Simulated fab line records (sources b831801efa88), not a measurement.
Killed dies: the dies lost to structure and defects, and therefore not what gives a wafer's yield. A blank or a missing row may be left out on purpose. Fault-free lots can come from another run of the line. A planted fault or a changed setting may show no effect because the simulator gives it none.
A single fault, viewed from 2 desks | flow sky130 | what lay behind the numbers comes last; until then each desk has only its own

## AT THE METROLOGY DESK
Means of the sampled wafers that have a number, per lot and without regard to the tool the lot ran on: this is what the gauges read. Marked OUT: a lot whose mean sits more than 4 standard deviations from the usual mean, which makes it out of limits; the brackets give that distance.
Columns: A = LDD_P_TW at SKY_LDD_P_TW_MEAS_11, usual 632; B = cd_nm at SKY_SD_P_CD_MEAS_07, usual 380.1 nm; C = SD_P_TW at SKY_SD_P_TW_MEAS_11, usual 2835
lot  | first seen here | A   | B     | C
L276 | day 18 15:04    | 626 | 381.2 | 2843
L277 | day 19 02:56    | 633 | 383.8 | 2837
L278 | day 19 10:17    | 635 | 378.9 | 2849
L280 | day 20 08:28    | 624 | 380.0 | 2822
L281 | day 20 20:59    | 623 | 380.8 | 2821
L284 | day 22 04:10    | 630 | 379.9 | 2848
L282 | day 22 05:01    | 641 | 376.5 | 2848
L287 | day 23 08:50    | 627 | 382.2 | 2852
L290 | day 24 10:28    | 627 | 380.4 | 2828
L291 | day 24 17:42    | 638 | 379.5 | 2817
L292 | day 24 22:50    | 637 | 379.1 | 2832
L297 | day 26 20:32    | 629 | 379.2 | 2831
L299 | day 27 01:38    | 627 | 381.7 | 2817
Result from this desk: across the 13 lots, nothing is out of limits.

## FOR THE TOOL OWNER'S DESK: rie_diel-03
The tool's own readings at SKY_POLY_CUT_ETCH_11 (etches Si3N4 in CF4/CH2F2/Ar, stops on poly-Si, time 42.5 s, target depth 60 nm): means of the sampled wafers that have a number, for each lot that ran on this tool. Marked OUT: a lot whose mean sits more than 4 standard deviations from the usual mean, which makes it out of limits; the brackets give that distance.
Columns: A = drypump_motor_current_A at SKY_POLY_CUT_ETCH_11, usual 5.7 A; B = oes_product_au at SKY_POLY_CUT_ETCH_11, usual 0.828 a.u.; C = run_length_s at SKY_POLY_CUT_ETCH_11, usual 70.9 s; D = throttle_valve_pct at SKY_POLY_CUT_ETCH_11, usual 14.994 %
lot  | first seen here | A   | B                | C               | D
L276 | day 23 18:42    | 6.1 | 0.825            | 70.7            | 14.992
L277 | day 24 06:14    | 5.7 | 0.827            | 70.7            | 14.994
L278 | day 24 12:26    | 6.0 | 0.834            | 70.5            | 14.995
L282 | day 27 06:06    | 5.9 | 0.826            | 70.8            | 14.994
L291 | day 29 16:50    | 5.2 | 0.876 (+7.9) OUT | 68.6 (-6.1) OUT | 15.001
L292 | day 29 20:57    | 5.4 | 0.920 (+15) OUT  | 66.0 (-13) OUT  | 14.998
This desk's verdict: out of limits on L291, L292, starting with L291 at day 29 16:50 (oes_product_au at SKY_POLY_CUT_ETCH_11). L276, L277, L278, L282 stayed within limits.

## TAKEN TOGETHER
An alarm could have come from the tool owner's desk at day 29 16:50, on L291, L292.
From the metrology desk's view, nothing was out of limits.
The metrology desk holds a record of L291, L292, inside its limits.
All the named lots went through SKY_POLY_CUT_ETCH_11 on rie_diel-03.

## WHAT THE SIMULATOR PUT IN
rie_diel-03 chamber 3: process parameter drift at SKY_POLY_CUT_ETCH_11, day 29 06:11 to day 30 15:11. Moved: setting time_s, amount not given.
Lots struck among those shown: L291, L292.
Delay in hours, fault start to first out-of-limits reading, by desk: the tool owner's desk at 11.
